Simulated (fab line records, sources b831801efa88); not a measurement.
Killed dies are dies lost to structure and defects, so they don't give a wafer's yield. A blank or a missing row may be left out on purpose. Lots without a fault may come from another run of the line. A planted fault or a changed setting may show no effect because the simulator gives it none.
Which tool did it? | flow sky130 | 24 lots, 72 wafers sampled, at 6 steps of a route of 708

WHAT THE GAUGES READ, wafer by wafer
SKY_METAL1_OVL_MEAS_16.
lot  | measured     | on         | METAL1_OVL (nm)
L074 | day 33 19:00 | overlay-01 | -5 -2 3
L075 | day 33 21:20 | overlay-02 | 1 2 5
L077 | day 33 23:09 | overlay-02 | -7 -5 -2
L076 | day 33 23:31 | overlay-02 | -3 -4 0
L078 | day 35 20:23 | overlay-02 | 0 3 -2
L079 | day 35 22:19 | overlay-02 | -3 0 2
L080 | day 35 22:35 | overlay-01 | 0 -2 -2
L081 | day 35 23:47 | overlay-02 | -3 3 9
L082 | day 36 00:26 | overlay-01 | -4 -8 1
L084 | day 36 07:18 | overlay-01 | 11 8 5
L083 | day 36 10:18 | overlay-02 | -2 -5 -7
L085 | day 36 10:25 | overlay-01 | -8 -9 -7
L086 | day 36 11:47 | overlay-01 | -1 2 6
L087 | day 36 22:23 | overlay-02 | 11 13 8
L088 | day 37 10:00 | overlay-02 | -1 -1 0
L089 | day 37 12:50 | overlay-02 | 2 -2 2
L090 | day 38 02:31 | overlay-02 | 1 1 -2
L091 | day 38 07:17 | overlay-02 | -14 -11 -11
L092 | day 38 11:17 | overlay-02 | 3 2 2
L093 | day 39 03:32 | overlay-02 | 7 5 5
L094 | day 39 04:31 | overlay-01 | -8 -2 -7
L095 | day 39 15:11 | overlay-02 | 2 -2 5
L096 | day 39 19:35 | overlay-02 | -11 -10 -7
L097 | day 40 00:44 | overlay-01 | -3 -4 -1

SKY_VIA1_RS_MEAS_22: measures by four-point-probe.
lot  | measured     | on            | VIA1_W_RS (ohm/sq)
L074 | day 35 00:59 | film_metro-04 | 0.425 0.435 0.429
L075 | day 35 03:12 | film_metro-03 | 0.434 0.428 0.439
L077 | day 35 04:16 | film_metro-02 | 0.421 0.422 0.429
L076 | day 35 05:07 | film_metro-04 | 0.424 0.424 0.428
L078 | day 37 01:11 | film_metro-04 | 0.422 0.427 0.429
L079 | day 37 02:12 | film_metro-04 | 0.423 0.432 0.423
L080 | day 37 02:31 | film_metro-02 | 0.425 0.423 0.427
L081 | day 37 03:21 | film_metro-02 | 0.426 0.436 0.426
L082 | day 37 04:31 | film_metro-02 | 0.427 0.430 0.427
L084 | day 37 11:05 | film_metro-02 | 0.424 0.424 0.431
L083 | day 37 14:04 | film_metro-02 | 0.429 0.429 0.434
L085 | day 37 14:54 | film_metro-03 | 0.424 0.432 0.422
L086 | day 37 15:36 | film_metro-03 | 0.425 0.431 0.427
L087 | day 38 02:02 | film_metro-03 | 0.434 0.424 0.426
L088 | day 38 14:41 | film_metro-03 | 0.440 0.432 0.435
L089 | day 38 16:28 | film_metro-04 | 0.431 0.431 0.433
L090 | day 39 06:29 | film_metro-04 | 0.429 0.429 0.430
L091 | day 39 11:11 | film_metro-04 | 0.436 0.429 0.434
L092 | day 39 14:19 | film_metro-04 | 0.436 0.431 0.437
L093 | day 40 06:08 | film_metro-03 | 0.428 0.429 0.428
L094 | day 40 07:28 | film_metro-03 | 0.436 0.441 0.442
L095 | day 40 18:00 | film_metro-02 | 0.426 0.428 0.430
L096 | day 40 22:00 | film_metro-04 | 0.431 0.430 0.430
L097 | day 41 03:35 | film_metro-02 | 0.427 0.425 0.429

SKY_METAL4_CD_MEAS_13: target cd 300 nm.
lot  | measured     | on        | cd_nm (nm)
L074 | day 42 17:22 | cd_sem-02 | 300.7 299.7 300.2
L075 | day 42 17:58 | cd_sem-02 | 298.5 300.4 300.1
L077 | day 42 18:16 | cd_sem-01 | 299.6 300.7 301.0
L076 | day 42 19:16 | cd_sem-01 | 298.8 298.8 298.7
L078 | day 44 11:17 | cd_sem-02 | 302.1 301.0 301.5
L079 | day 44 11:25 | cd_sem-01 | 299.7 299.7 301.6
L080 | day 44 12:37 | cd_sem-01 | 298.6 298.7 297.6
L081 | day 44 11:58 | cd_sem-02 | 301.0 300.8 302.7
L082 | day 44 13:46 | cd_sem-01 | 298.4 297.2 298.1
L084 | day 44 19:05 | cd_sem-02 | 297.7 298.8 297.8
L083 | day 44 21:17 | cd_sem-02 | 301.5 302.7 301.7
L085 | day 44 21:37 | cd_sem-02 | 299.0 300.1 299.5
L086 | day 44 22:37 | cd_sem-02 | 300.4 300.3 301.0
L087 | day 45 08:47 | cd_sem-02 | 299.4 298.2 298.3
L088 | day 45 17:26 | cd_sem-01 | 299.6 300.0 299.2
L089 | day 45 18:53 | cd_sem-01 | 300.1 300.4 300.3
L090 | day 46 07:31 | cd_sem-01 | 301.3 302.3 301.1
L091 | day 46 10:40 | cd_sem-01 | 301.4 300.0 301.5
L092 | day 46 14:16 | cd_sem-02 | 297.9 297.4 299.3
L093 | day 47 01:31 | cd_sem-02 | 304.0 303.2 304.9
L094 | day 47 04:53 | cd_sem-01 | 300.9 300.9 299.5
L095 | day 47 13:07 | cd_sem-01 | 302.1 303.8 302.3
L096 | day 47 15:07 | cd_sem-01 | 300.7 300.8 300.7
L097 | day 47 21:02 | cd_sem-02 | 299.8 301.2 300.7

SKY_VIA4_BOW_MEAS_03.
lot  | measured     | on            | VIA4_BOW (um)
L074 | day 42 19:01 | film_metro-01 | 64 84 68
L075 | day 42 19:55 | film_metro-01 | 85 87 84
L077 | day 42 20:16 | film_metro-02 | 86 77 80
L076 | day 42 21:28 | film_metro-02 | 72 79 74
L078 | day 44 13:02 | film_metro-02 | 60 75 68
L079 | day 44 13:19 | film_metro-02 | 88 78 85
L080 | day 44 14:19 | film_metro-04 | 78 78 79
L081 | day 44 13:45 | film_metro-04 | 70 86 85
L082 | day 44 15:34 | film_metro-01 | 83 79 70
L084 | day 44 20:50 | film_metro-01 | 72 81 83
L083 | day 44 23:05 | film_metro-02 | 78 70 65
L085 | day 44 23:22 | film_metro-04 | 85 88 82
L086 | day 45 00:13 | film_metro-02 | 88 81 88
L087 | day 45 10:24 | film_metro-01 | 82 90 88
L088 | day 45 19:05 | film_metro-02 | 85 74 74
L089 | day 45 20:33 | film_metro-04 | 82 73 90
L090 | day 46 10:42 | film_metro-04 | 78 77 77
L091 | day 46 12:19 | film_metro-01 | 92 88 100
L092 | day 46 15:55 | film_metro-01 | 79 90 88
L093 | day 47 03:08 | film_metro-02 | 79 69 86
L094 | day 47 06:32 | film_metro-01 | 68 80 80
L095 | day 47 14:55 | film_metro-04 | 89 81 87
L096 | day 47 16:54 | film_metro-02 | 79 76 68
L097 | day 47 23:08 | film_metro-04 | 83 78 72

SKY_VIA4_THK_MEAS_20: measures by xrf.
lot  | measured     | on            | VIA4_W_THK (nm)
L074 | day 43 18:20 | film_metro-01 | 515 530 529
L075 | day 43 18:44 | film_metro-04 | 518 520 515
L077 | day 43 19:08 | film_metro-04 | 505 504 512
L076 | day 43 20:33 | film_metro-01 | 516 514 520
L078 | day 45 11:57 | film_metro-01 | 527 526 516
L079 | day 45 12:48 | film_metro-04 | 497 511 520
L080 | day 45 13:59 | film_metro-01 | 532 521 522
L081 | day 45 13:09 | film_metro-04 | 517 511 528
L082 | day 45 14:33 | film_metro-01 | 515 533 536
L084 | day 45 19:55 | film_metro-02 | 525 509 524
L083 | day 45 22:16 | film_metro-04 | 512 514 502
L085 | day 45 22:55 | film_metro-02 | 522 515 517
L086 | day 45 23:14 | film_metro-01 | 515 515 533
L087 | day 46 07:58 | film_metro-04 | 505 510 529
L088 | day 46 16:31 | film_metro-01 | 530 536 516
L089 | day 46 16:58 | film_metro-01 | 516 518 516
L090 | day 47 07:48 | film_metro-01 | 517 517 513
L091 | day 47 09:58 | film_metro-02 | 519 520 519
L092 | day 47 13:07 | film_metro-01 | 519 523 521
L093 | day 48 00:18 | film_metro-04 | 516 514 513
L094 | day 48 02:04 | film_metro-01 | 518 505 515
L095 | day 48 12:15 | film_metro-02 | 510 508 506
L096 | day 48 14:38 | film_metro-01 | 525 523 523
L097 | day 48 18:37 | film_metro-01 | 529 511 513

SKY_PAD_OPEN_BOW_MEAS_13.
lot  | measured     | on            | PAD_OPEN_BOW (um)
L074 | day 46 15:28 | film_metro-02 | 25 45 29
L075 | day 46 15:53 | film_metro-02 | 48 48 48
L077 | day 46 16:55 | film_metro-02 | 51 42 46
L076 | day 46 17:27 | film_metro-01 | 37 46 39
L078 | day 48 06:22 | film_metro-03 | 28 43 35
L079 | day 48 07:51 | film_metro-01 | 54 45 51
L080 | day 48 09:21 | film_metro-01 | 48 46 50
L081 | day 48 08:00 | film_metro-03 | 37 53 53
L082 | day 48 09:23 | film_metro-02 | 48 45 36
L084 | day 48 11:59 | film_metro-03 | 39 48 49
L083 | day 48 15:32 | film_metro-02 | 45 40 32
L085 | day 48 15:31 | film_metro-03 | 50 51 46
L086 | day 48 17:03 | film_metro-02 | 49 41 47
L087 | day 49 01:17 | film_metro-03 | 43 53 50
L088 | day 49 08:10 | film_metro-01 | 55 44 45
L089 | day 49 08:24 | film_metro-01 | 53 43 61
L090 | day 49 19:28 | film_metro-02 | 49 46 47
L091 | day 49 22:28 | film_metro-03 | 54 52 62
L092 | day 50 01:16 | film_metro-01 | 46 55 55
L093 | day 50 07:52 | film_metro-02 | 41 32 49
L094 | day 50 09:25 | film_metro-02 | 30 43 43
L095 | day 50 18:23 | film_metro-02 | 55 47 54
L096 | day 50 22:01 | film_metro-02 | 42 39 32
L097 | day 50 23:23 | film_metro-02 | 45 42 34

WHICH TOOL RAN EACH LOT (tool, then ch and the chambers of the sampled wafers, then the start)
The record holds no process step before these readings.

WHAT THE TOOLS THEMSELVES READ (means of the sampled wafers that have a number; where no wafer has one, the mark that the record gives instead)
The record holds no such reading with a usual standard deviation.

THE ANSWER, worked out from the rows above alone
Rule: what is usual is taken from the lots themselves. Put in order of their means at a reading, lots are off if they are a third of the lots or fewer, leave a main group of 4 or more, and stand apart from it by a gap of 3 or more times the standard deviation of the main group's means; of several such gaps the widest counts. A main group whose means are all the same, to the digits that the tables above print for the reading, isn't used. A lot without any number at a reading at which 4 lots or more have one is off too. The other lots that the step has rows for count as sound. The gauges are gone through in route order, then the tools' own readings, and for those a lot's mean is taken as printed above. The first step at which some lot is off is used, and at that step the reading that is off furthest; a lot without a number counts as furthest.
No lot is off at any reading shown: from this, nothing can be told.

WHAT THE SIMULATOR HAD PUT IN
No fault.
